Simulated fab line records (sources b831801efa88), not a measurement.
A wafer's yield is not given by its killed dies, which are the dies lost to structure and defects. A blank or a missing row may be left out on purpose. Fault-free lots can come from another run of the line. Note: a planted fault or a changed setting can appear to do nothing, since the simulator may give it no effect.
Problem report, 8D (eight disciplines) form, completed by code ; flow gf180mcu ; the parts of the form that need people (team, actions taken, sign-off) are left out

== 1. WHAT WENT WRONG ==
At GF_STI_WET_ETCH_26, runLengthS averages 108.7 s over 9 wafers from 3 lots, while fault-free wafers read 215.2 s, standard deviation 2.8. That is -38 standard deviations from the usual mean.
The step: etches SiO2 in dHF, target depth 94 nm, time 188 s.
Earliest sighting: wafer L584.2 on wetBench-02 at day 4 01:36. The record has a number at this step for 15 wafers belonging to 5 lots. Rule for "out" (also "out of limits"): further than 4 standard deviations from the usual mean. The other wafers with a number count as sound.

== 2. WHAT IT IS AND WHAT IT IS NOT ==
question;is;is not
which readings at this step;runLengthS;-
which lots;L584, L586, L587;L594, L597
which wafers of those lots;all that have a number;-
read on which tools;wetBench-02;wetBench-04
when;from day 4 01:36;"up to then (0 sound wafers); but 6 sound wafers of L594, L597 came after"

== 3. WHAT RULES OUT EACH SUSPECT ==
Counting: any tool at a process step up to the reading is kept as a suspect provided that every lot that is out went through it and no sound lot did after the first of them.
- wetBench-02 at GF_STI_WET_ETCH_26 (etches SiO2 in dHF, target depth 94 nm, time 188 s): ruled out as a lasting fault. Sound lots L597 ran on it after its first lot that is out, L584 (day 4 01:36).
Left after counting: nothing in the record.

== 4. THE CAUSE (what the simulator had put in) ==
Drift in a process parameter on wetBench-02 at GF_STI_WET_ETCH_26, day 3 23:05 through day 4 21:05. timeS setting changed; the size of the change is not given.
Counting ruled it out, wrongly.

== 5. THE EFFECT CHAIN, in route order ==
Rows list readings where the struck wafers' mean (over those with a number) sits beyond 3 standard deviations from the usual. Scope: only readings with a usual standard deviation given in the record; hours: median across lots of the time from each lot's start at the first step in this table that gives one to its start at this step; sigmas: change in usual standard deviations.
hours;step;reading;usual;on struck wafers;change;sigmas
0;GF_STI_WET_ETCH_26;runLengthS;215.2 s;108.7;-106.5;-38
Here are the process steps it includes:
- GF_STI_WET_ETCH_26: etches SiO2 in dHF, target depth 94 nm, time 188 s.

== 6. WHAT WOULD HAVE CAUGHT IT SOONER ==
First out-of-limits reading in this record: day 4 01:36, which is 3 hours after fault onset at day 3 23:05.
